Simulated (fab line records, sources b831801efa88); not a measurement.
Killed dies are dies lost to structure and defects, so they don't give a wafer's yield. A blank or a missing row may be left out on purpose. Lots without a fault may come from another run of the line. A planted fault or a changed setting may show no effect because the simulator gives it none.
A struck lot beside a sound one | flow sfq_line | 13 steps out of a route of 325
Sound: wafers L113.1, L113.4, L113.6. Struck: wafers L108.3, L108.6. (L108.1 of the same lot was not struck and is left out.) The cause comes at the end.
At each step with rows: each side's tool, then ch and its chambers, then its first start. Under that, the readings that differ: sound wafers | struck wafers | difference of the means | sigmas: that difference in standard deviations of wafers without a fault.
alike: readings whose means differ by less than 2 such deviations, and words and numbers that are the same on both sides. not compared: withheld readings, readings that some wafer has no value for, bounds like >300 that may hide the same value, and numbers for which the record gives no deviation and whose values overlap.
The two part at a step that has a row with sigmas, a row that says differs or no value, or rows on one side only. Numbers that don't overlap but have no deviation are shown without sigmas and don't part them. A reading that every wafer of one side lacks parts them only if that side has two wafers or more.

first, 2 steps without rows for these wafers: SFQ_TRILAYER_I3_VIA_STRIP_SOLV_CLEAN_090 (cleans in NMP, time 600 s); SFQ_TRILAYER_M4_DEP_PRE_CLEAN_092 (time 22.5 s).
SFQ_TRILAYER_M4_DEP_SPUTTER_091: material Nb, target thk 200 nm, time 133.3 s.
  sound on pvd_sputter-06, day 50 12:56; struck on pvd_sputter-05, day 48 16:31
  reading                | sound          | struck    | difference | sigmas
  throttle_valve_pct (%) | 29.2 29.7 30.0 | 27.2 27.4 | -2.3       | -3
SFQ_M4_RS_MEAS_924: measures by four-point-probe.
  sound on film_metro-04, day 50 13:01; struck on film_metro-02, day 48 16:36
  alike: M4_NB_RS
then, 6 steps without rows for these wafers: SFQ_TRILAYER_M4_LITHO_COAT_098 (resist thk 62 nm); SFQ_TRILAYER_M4_LITHO_COAT_093 (resist thk 600 nm); SFQ_TRILAYER_M4_LITHO_SOFTBAKE_097; SFQ_TRILAYER_M4_LITHO_EXPOSE_094 (exposes mask M4, target cd 500 nm); SFQ_TRILAYER_M4_LITHO_PEB_096 (peb time 60 s); SFQ_TRILAYER_M4_LITHO_DEVELOP_095 (time 60 s).
-- the record jumps here: 5 days lie between the struck wafers' starts before and after --
SFQ_M4_OVL_MEAS_926:
  sound on overlay-02, day 54 04:13; struck on overlay-02, day 53 22:13
  alike: M4_OVL
SFQ_TRILAYER_M4_BARC_OPEN_METAL_ETCH_123: etches BARC in O2, target depth 125 nm, time 41.7 s.
  sound on rie_metal-01 ch 0,1, day 54 04:15; struck on rie_metal-04 ch 0, day 53 22:15
  reading                                             | sound             | struck    | difference | sigmas
  model.KrF_of_TRILAYER_M4_LITHO_COAT_093.thk_nm (nm) | 524.4 524.2 523.7 | 526.4 527 | +2.6       |
  alike: drypump_motor_current_A, he_backside_leak_sccm, oes_product_au
  not compared: rf_hours_counter_h
SFQ_TRILAYER_M4_ETCH_METAL_ETCH_096: etches Nb in Cl2/Ar, stops on SiO2, target depth 240 nm, time 120 s.
  sound on rie_metal-01 ch 0,1, day 54 04:19; struck on rie_metal-04 ch 0, day 53 22:19
  alike: drypump_motor_current_A, he_backside_leak_sccm, oes_product_au
  not compared: rf_hours_counter_h

WHERE THEY PART
Only at SFQ_TRILAYER_M4_DEP_SPUTTER_091, within this record. Later steps at which nothing parts them and some readings are alike: SFQ_M4_RS_MEAS_924, SFQ_M4_OVL_MEAS_926, SFQ_TRILAYER_M4_BARC_OPEN_METAL_ETCH_123, SFQ_TRILAYER_M4_ETCH_METAL_ETCH_096.

WHY: what the simulator had put in
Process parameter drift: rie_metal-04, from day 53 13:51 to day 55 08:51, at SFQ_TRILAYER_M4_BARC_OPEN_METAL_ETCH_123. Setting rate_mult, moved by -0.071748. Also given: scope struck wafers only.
